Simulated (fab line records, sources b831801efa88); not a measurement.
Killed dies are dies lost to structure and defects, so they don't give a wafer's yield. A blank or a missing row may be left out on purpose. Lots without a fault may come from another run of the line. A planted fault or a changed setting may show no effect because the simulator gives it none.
Problem report in the 8D (eight disciplines) form, filled by code | flow sky130 | the parts of the form that need people (team, actions taken, sign-off) are left out

1. THE PROBLEM
CONTACT_CVD_00_THK at SKY_CONTACT_THK_MEAS_01 reads a mean of 64.8 nm on 9 wafers of 3 lots; wafers without a fault read 75.1 nm with a standard deviation of 0.81. That is -13 standard deviations from the usual mean.
First seen on wafer L347.2, day 32 17:53, on film_metro-02. The record holds 33 wafers of 11 lots with a number at this step. Rule for "out", or "out of limits": more than 4 standard deviations from the usual mean. The other wafers with a number count as sound.

2. WHAT IT IS AND WHAT IT IS NOT
question                    | is                                          | is not
which readings at this step | CONTACT_CVD_00_THK                          | -
which lots                  | L347, L351, L352                            | L342, L354, L356, L358, L361, L363, L364, L365
which wafers of those lots  | all that have a number                      | -
read on which gauges        | film_metro-02, film_metro-03, film_metro-04 | -
when                        | from day 32 17:53                           | up to then (3 sound wafers); but 21 sound wafers of L354, L356, L358, L361, L363, L364, L365 came after

3. SUSPECTS, AND WHAT RULES EACH OUT
Counting: a tool at a process step up to the reading stays a suspect if it ran every lot that is out and no sound lot after the first of them.
- the gauge at SKY_CONTACT_THK_MEAS_01: ruled out. The wafers that are out were read on 3 gauges (film_metro-02, film_metro-03, film_metro-04).
- pecvd-03 at SKY_CONTACT_CVD_00 (deposits Si3N4, target thk 75 nm): kept. It ran every lot that is out, first L347 (day 32 17:50), and no sound lot after that; its last sound lot up to then is L342 (day 31 02:56).
Left after counting: pecvd-03 at SKY_CONTACT_CVD_00.

4. THE CAUSE (what the simulator had put in)
Site profile drift: pecvd-03, from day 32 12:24 on, at SKY_CONTACT_CVD_00. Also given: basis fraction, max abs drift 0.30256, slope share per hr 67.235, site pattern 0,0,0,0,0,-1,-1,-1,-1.
Counting left only this tool.

5. THE CHAIN OF EFFECTS, in route order
Each row: a reading whose mean over the struck wafers that have a number lies more than 3 standard deviations from the usual. Only readings for which the record gives a usual standard deviation are gone through. hours: the time from each lot's start at the first step in this table that gives one to its start at this step, as a median over the lots. sigmas: the change in usual standard deviations.
hours | step                    | reading            | usual      | on struck wafers | change | sigmas
0     | SKY_CONTACT_THK_MEAS_01 | CONTACT_CVD_00_THK | 75.1 nm    | 64.8             | -10.3  | -13
-     | SKY_CONTACT_ETCH_18     | oes_product_au     | 0.855 a.u. | 0.790            | -0.065 | -9.5
The process steps in it:
- SKY_CONTACT_ETCH_18: etches Si3N4 in CHF3/O2, stops on TiN, time 39 s, target depth 75 nm.

6. WHAT WOULD HAVE CAUGHT IT SOONER
In this record the first reading out of limits at a measuring or inspecting step was taken at day 32 17:53, 5 hours after the fault began at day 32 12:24.
Of the tool readings at SKY_CONTACT_CVD_00 for which the record gives a usual standard deviation, none was out on any struck wafer, so an alarm limit of 4 standard deviations on them would not have fired.
Of the lots that are out (3), L351, L352 began SKY_CONTACT_CVD_00 on pecvd-03 after day 32 17:53. A hold on the tool at that time would have spared those 2.
